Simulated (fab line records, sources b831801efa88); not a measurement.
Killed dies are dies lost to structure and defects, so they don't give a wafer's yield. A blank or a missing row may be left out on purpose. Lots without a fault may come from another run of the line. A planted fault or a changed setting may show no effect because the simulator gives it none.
Which tool did it? | flow gf180mcu | 14 lots, 36 wafers sampled, at 6 steps of a route of 602

WHAT THE GAUGES READ, wafer by wafer
GF_LVPWELL_TW_MEAS_11.
lot  | measured    | on            | LVPWELL_TW
L104 | day 4 00:13 | film_metro-04 | 567 567 567
L106 | day 4 06:20 | film_metro-02 | 560 562 563
L107 | day 4 14:58 | film_metro-01 | 556 561 558
L113 | day 6 00:14 | film_metro-02 | 564
L114 | day 6 05:20 | film_metro-04 | 563
L117 | day 6 20:46 | film_metro-02 | 558 561 560
L118 | day 7 02:16 | film_metro-01 | 558
L120 | day 7 15:08 | film_metro-04 | 564 568 563
L121 | day 7 21:43 | film_metro-04 | 565 569 570
L123 | day 8 18:23 | film_metro-02 | 559 559 558
L124 | day 8 20:07 | film_metro-01 | 558 556 559
L125 | day 8 23:39 | film_metro-01 | 556 561 555
L126 | day 9 04:13 | film_metro-02 | 564 563 565
L127 | day 9 11:32 | film_metro-02 | 563 562 560

GF_MVSD_TW_MEAS_11.
lot  | measured     | on            | MVSD_TW
L104 | day 4 13:15  | film_metro-04 | 1612 1600 1601
L106 | day 4 18:56  | film_metro-04 | 1601 1604 1595
L107 | day 5 05:46  | film_metro-04 | 1606 1604 1601
L113 | day 6 15:01  | film_metro-01 | 1571
L114 | day 6 20:06  | film_metro-02 | 1584
L117 | day 7 12:38  | film_metro-02 | 1580 1584 1576
L118 | day 7 18:12  | film_metro-04 | 1607
L120 | day 8 07:30  | film_metro-02 | 1576 1583 1585
L121 | day 8 14:43  | film_metro-01 | 1578 1578 1576
L123 | day 9 11:51  | film_metro-02 | 1591 1592 1599
L124 | day 9 13:27  | film_metro-02 | 1577 1582 1585
L125 | day 9 16:57  | film_metro-04 | 1603 1582 1588
L126 | day 9 22:46  | film_metro-04 | 1590 1590 1582
L127 | day 10 05:36 | film_metro-01 | 1573 1577 1576

GF_VT_IMPLANT_RS_MEAS_47: measures by four-point-probe.
lot  | measured     | on            | NWELL_RS (ohm/sq)
L104 | day 7 15:20  | film_metro-02 | 488.5 489.2 489.1
L106 | day 7 21:18  | film_metro-04 | 486.8 486.4 486.3
L107 | day 8 10:16  | film_metro-01 | 486.0 486.6 487.7
L113 | day 10 00:47 | film_metro-01 | 475.5 475.7
L114 | day 10 08:05 | film_metro-01 | 477.7 477.0
L117 | day 11 03:10 | film_metro-02 | 488.0 487.9 488.5
L118 | day 11 10:01 | film_metro-04 | 477.7 478.4
L120 | day 11 22:31 | film_metro-02 | 486.2 485.7 487.5
L121 | day 12 08:07 | film_metro-04 | 487.2 488.5 487.1
L123 | day 13 09:16 | film_metro-01 | 486.6 485.9 487.0
L124 | day 13 11:45 | film_metro-02 | 488.4 488.1 487.8
L125 | day 13 14:50 | film_metro-01 | 488.2 487.7 487.0
L126 | day 13 23:23 | film_metro-01 | 487.8 489.1 486.9
L127 | day 14 06:15 | film_metro-02 | 488.4 487.8 489.0

GF_VT_IMPLANT_RS_MEAS_48: measures by four-point-probe.
lot  | measured     | on            | LVPWELL_RS (ohm/sq)
L104 | day 7 15:27  | film_metro-02 | 1199.3 1197.9 1197.2
L106 | day 7 21:25  | film_metro-04 | 1196.8 1194.6 1195.7
L107 | day 8 10:23  | film_metro-01 | 1191.5 1192.3 1194.0
L113 | day 10 03:06 | film_metro-01 | 1188.3
L114 | day 10 16:20 | film_metro-01 | 1197.4
L117 | day 11 03:17 | film_metro-02 | 1200.1 1199.4 1195.1
L118 | day 11 14:25 | film_metro-04 | 1193.8
L120 | day 11 22:38 | film_metro-02 | 1193.9 1196.8 1197.0
L121 | day 12 08:14 | film_metro-04 | 1197.9 1197.0 1199.0
L123 | day 13 09:23 | film_metro-01 | 1195.3 1200.2 1196.4
L124 | day 13 11:52 | film_metro-02 | 1199.0 1195.9 1195.5
L125 | day 13 14:58 | film_metro-01 | 1196.5 1194.7 1197.6
L126 | day 13 23:31 | film_metro-01 | 1192.6 1194.7 1189.8
L127 | day 14 06:22 | film_metro-02 | 1199.4 1195.1 1196.4

WHICH TOOL RAN EACH LOT (tool, then ch and the chambers of the sampled wafers, then the start)
lot  | GF_NWELL_IMPLANT_09            | GF_NWELL_STRIP_10
L104 | implanter-02 ch 0, day 3 10:49 | plasma_asher-04 ch 0,1, day 3 10:58
L106 | implanter-02 ch 0, day 3 16:46 | plasma_asher-01 ch 0,1, day 3 16:54
L107 | implanter-02 ch 0, day 4 01:37 | plasma_asher-03 ch 0,1, day 4 01:45
L113 | implanter-02 ch 0, day 5 09:29 | plasma_asher-03 ch 0, day 5 09:35
L114 | implanter-02 ch 0, day 5 14:09 | plasma_asher-04 ch 1, day 5 14:15
L117 | implanter-04 ch 0, day 6 05:26 | plasma_asher-03 ch 0,1, day 6 05:34
L118 | implanter-02 ch 0, day 6 11:41 | plasma_asher-01 ch 1, day 6 11:47
L120 | implanter-04 ch 0, day 6 22:15 | plasma_asher-03 ch 0,1, day 6 22:24
L121 | implanter-01 ch 0, day 7 05:34 | plasma_asher-01 ch 0,1, day 7 05:42
L123 | implanter-04 ch 0, day 8 01:26 | plasma_asher-01 ch 0,1, day 8 01:35
L124 | implanter-01 ch 0, day 8 02:34 | plasma_asher-04 ch 0,1, day 8 02:43
L125 | implanter-01 ch 0, day 8 06:42 | plasma_asher-03 ch 0,1, day 8 06:49
L126 | implanter-01 ch 0, day 8 11:48 | plasma_asher-04 ch 0,1, day 8 11:57
L127 | implanter-01 ch 0, day 8 18:33 | plasma_asher-03 ch 0,1, day 8 18:42
- GF_NWELL_IMPLANT_09
- GF_NWELL_STRIP_10: strips in O2/N2.

WHAT THE TOOLS THEMSELVES READ (means of the sampled wafers that have a number; where no wafer has one, the mark that the record gives instead)
GF_NWELL_IMPLANT_09.
lot  | tool         | beam_on_s (s) | faraday_current_uA
L104 | implanter-02 | 10.13         | 22.2
L106 | implanter-02 | 10.20         | 22.1
L107 | implanter-02 | 10.23         | 22.0
L113 | implanter-02 | 11.14         | 20.3
L114 | implanter-02 | 10.97         | 20.6
L117 | implanter-04 | 10.00         | 22.6
L118 | implanter-02 | 11.42         | 19.8
L120 | implanter-04 | 9.93          | 22.7
L121 | implanter-01 | 9.83          | 22.9
L123 | implanter-04 | 10.00         | 22.5
L124 | implanter-01 | 9.96          | 22.6
L125 | implanter-01 | 10.03         | 22.5
L126 | implanter-01 | 10.01         | 22.6
L127 | implanter-01 | 9.75          | 23.1

GF_NWELL_STRIP_10.
lot  | tool            | drypump_motor_current_A (A) | heater_power_w (W) | n2_flow_sccm (sccm) | oes_product_au (a.u.) | platen_temp_c (C) | strip_time_to_endpoint_s (s)
L104 | plasma_asher-04 | 5.62                        | 325                | 300.8               | 0.722                 | 249.84            | 36.85
L106 | plasma_asher-01 | 5.65                        | 378                | 300.1               | 0.726                 | 250.05            | 37.02
L107 | plasma_asher-03 | 5.46                        | 329                | 300.5               | 0.727                 | 250.01            | 36.97
L113 | plasma_asher-03 | 5.84                        | 339                | 300.8               | 0.724                 | 249.76            | 36.95
L114 | plasma_asher-04 | 5.75                        | 317                | 299.2               | 0.722                 | 250.08            | 37.09
L117 | plasma_asher-03 | 5.47                        | 332                | 300.4               | 0.716                 | 249.88            | 36.92
L118 | plasma_asher-01 | 5.54                        | 373                | 299.2               | 0.726                 | 250.04            | 36.95
L120 | plasma_asher-03 | 5.65                        | 339                | 301.6               | 0.727                 | 249.76            | 36.94
L121 | plasma_asher-01 | 5.76                        | 379                | 300.8               | 0.726                 | 250.08            | 36.95
L123 | plasma_asher-01 | 5.65                        | 380                | 299.9               | 0.723                 | 250.07            | 36.94
L124 | plasma_asher-04 | 5.62                        | 321                | 300.2               | 0.728                 | 250.15            | 36.95
L125 | plasma_asher-03 | 5.46                        | 332                | 300.5               | 0.724                 | 250.05            | 36.92
L126 | plasma_asher-04 | 5.48                        | 325                | 300.1               | 0.725                 | 250.10            | 36.92
L127 | plasma_asher-03 | 5.65                        | 336                | 300.4               | 0.721                 | 249.89            | 36.97

THE ANSWER, worked out from the rows above alone
Rule: what is usual is taken from the lots themselves. Put in order of their means at a reading, lots are off if they are a third of the lots or fewer, leave a main group of 4 or more, and stand apart from it by a gap of 3 or more times the standard deviation of the main group's means; of several such gaps the widest counts. A main group whose means are all the same, to the digits that the tables above print for the reading, isn't used. A lot without any number at a reading at which 4 lots or more have one is off too. The other lots that the step has rows for count as sound. The gauges are gone through in route order, then the tools' own readings, and for those a lot's mean is taken as printed above. The first step at which some lot is off is used, and at that step the reading that is off furthest; a lot without a number counts as furthest.
Off: L113, L114, L118, at GF_VT_IMPLANT_RS_MEAS_47 (NWELL_RS). The main group: mean 487.5 ohm/sq, standard deviation 0.82.
A tool fits if, at a process step before that reading, it ran every lot that is off, and no sound lot after the first of them. The gauges at GF_VT_IMPLANT_RS_MEAS_47 aren't tried: what is off there is off at GF_NWELL_IMPLANT_09 too, on other tools, and a gauge's error can't cause that. One fits: implanter-02 at GF_NWELL_IMPLANT_09. Its last sound lot is L107 (day 4 01:37), its first lot that is off L113 (day 5 09:29): a fault that began between those two fits.
The tool's own readings at GF_NWELL_IMPLANT_09 bear it out: on the lots that are off they differ by more than 5 times the standard deviation of the sound lots' means. beam_on_s reads 11.18 s there against 10.01 s on the sound lots; faraday_current_uA reads 20.2 there against 22.5 on the sound lots.

WHAT THE SIMULATOR HAD PUT IN
Process parameter drift: implanter-02, from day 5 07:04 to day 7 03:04, at GF_NWELL_IMPLANT_09. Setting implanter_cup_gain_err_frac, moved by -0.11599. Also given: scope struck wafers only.
Lots struck among those shown: L113, L114, L118. The rule above found the same.
